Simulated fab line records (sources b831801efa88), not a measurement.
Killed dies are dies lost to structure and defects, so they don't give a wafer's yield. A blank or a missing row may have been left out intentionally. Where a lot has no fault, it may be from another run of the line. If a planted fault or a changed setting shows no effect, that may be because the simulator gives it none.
Which tool is to blame? + flow gf180mcu + 13 lots, 39 wafers sampled, at 2 steps of a route of 602

WHAT EACH GAUGE READ, for each wafer
GF_M3_RS_MEAS_05: measures by four-point-probe. Usual: M3_ALCU_RS typically reads 0.0697 ohm/sq, with standard deviation 0.00067.
| lot  | measured     | on            | M3_ALCU_RS (ohm/sq)  | flag |
|------|--------------|---------------|----------------------|------|
| L523 | day 21 05:15 | film_metro-04 | 0.0697 0.0688 0.0699 |      |
| L525 | day 22 07:56 | film_metro-01 | 0.0698 0.0695 0.0697 |      |
| L527 | day 22 20:51 | film_metro-03 | 0.0701 0.0705 0.0691 |      |
| L528 | day 23 08:23 | film_metro-01 | 0.0708 0.0707 0.0705 |      |
| L535 | day 26 00:32 | film_metro-01 | 0.0699 0.0694 0.0698 |      |
| L536 | day 26 10:39 | film_metro-01 | 0.0693 0.0697 0.0696 |      |
| L537 | day 26 18:59 | film_metro-01 | 0.0686 0.0689 0.0692 |      |
| L538 | day 26 20:09 | film_metro-01 | 0.0692 0.0690 0.0689 |      |
| L539 | day 26 21:45 | film_metro-04 | 0.0690 0.0689 0.0691 |      |
| L540 | day 27 06:20 | film_metro-01 | 0.0697 0.0700 0.0692 |      |
| L541 | day 27 13:38 | film_metro-01 | 0.0698 0.0693 0.0707 |      |
| L542 | day 27 23:30 | film_metro-01 | 0.0697 0.0702 0.0693 |      |
| L543 | day 28 02:36 | film_metro-04 | 0.0702 0.0691 0.0701 |      |

WHICH TOOL RAN EACH LOT (tool, then ch and the chambers of the sampled wafers, then the start)
| lot  | GF_M3_SPUTTER_03             |
|------|------------------------------|
| L523 | pvd_sputter-04, day 21 05:09 |
| L525 | pvd_sputter-04, day 22 07:52 |
| L527 | pvd_sputter-02, day 22 20:47 |
| L528 | pvd_sputter-02, day 23 08:19 |
| L535 | pvd_sputter-01, day 26 00:27 |
| L536 | pvd_sputter-01, day 26 10:34 |
| L537 | pvd_sputter-01, day 26 18:56 |
| L538 | pvd_sputter-04, day 26 20:05 |
| L539 | pvd_sputter-04, day 26 21:40 |
| L540 | pvd_sputter-04, day 27 06:15 |
| L541 | pvd_sputter-01, day 27 13:34 |
| L542 | pvd_sputter-01, day 27 23:25 |
| L543 | pvd_sputter-02, day 28 02:32 |
- GF_M3_SPUTTER_03: material Ti, target thk 10 nm, time 6.7 s.

AS READ BY THE TOOLS THEMSELVES (means over the sampled wafers that have a number; for cases with no such wafer, the mark the record gives instead)
GF_M3_SPUTTER_03. Usual: throttle_valve_pct at 30.4 %, with a standard deviation of 0.73.
| lot  | tool           | throttle_valve_pct (%) | flag |
|------|----------------|------------------------|------|
| L523 | pvd_sputter-04 | 31.2                   |      |
| L525 | pvd_sputter-04 | 30.2                   |      |
| L527 | pvd_sputter-02 | 30.2                   |      |
| L528 | pvd_sputter-02 | 30.6                   |      |
| L535 | pvd_sputter-01 | 30.3                   |      |
| L536 | pvd_sputter-01 | 30.2                   |      |
| L537 | pvd_sputter-01 | 30.3                   |      |
| L538 | pvd_sputter-04 | 30.1                   |      |
| L539 | pvd_sputter-04 | 31.0                   |      |
| L540 | pvd_sputter-04 | 29.3                   |      |
| L541 | pvd_sputter-01 | 30.5                   |      |
| L542 | pvd_sputter-01 | 30.2                   |      |
| L543 | pvd_sputter-02 | 30.2                   |      |

THE ANSWER, worked out from the rows above alone
Rule: take the mean of a lot's wafers that have a number; if it is more than 3 standard deviations from the usual mean, the lot is off. A lot without any number at a reading at which 4 lots or more have one is off too. The other lots that the step has rows for count as sound. The gauges are gone through in route order, then the tools' own readings, and for those a lot's mean is taken as printed above. At the first step where some lot is off, the reading lying furthest off is the one used; lots without a number count as furthest.
No lot is off at any reading shown: from this, nothing can be told.

WHAT THE SIMULATOR HAD INSERTED
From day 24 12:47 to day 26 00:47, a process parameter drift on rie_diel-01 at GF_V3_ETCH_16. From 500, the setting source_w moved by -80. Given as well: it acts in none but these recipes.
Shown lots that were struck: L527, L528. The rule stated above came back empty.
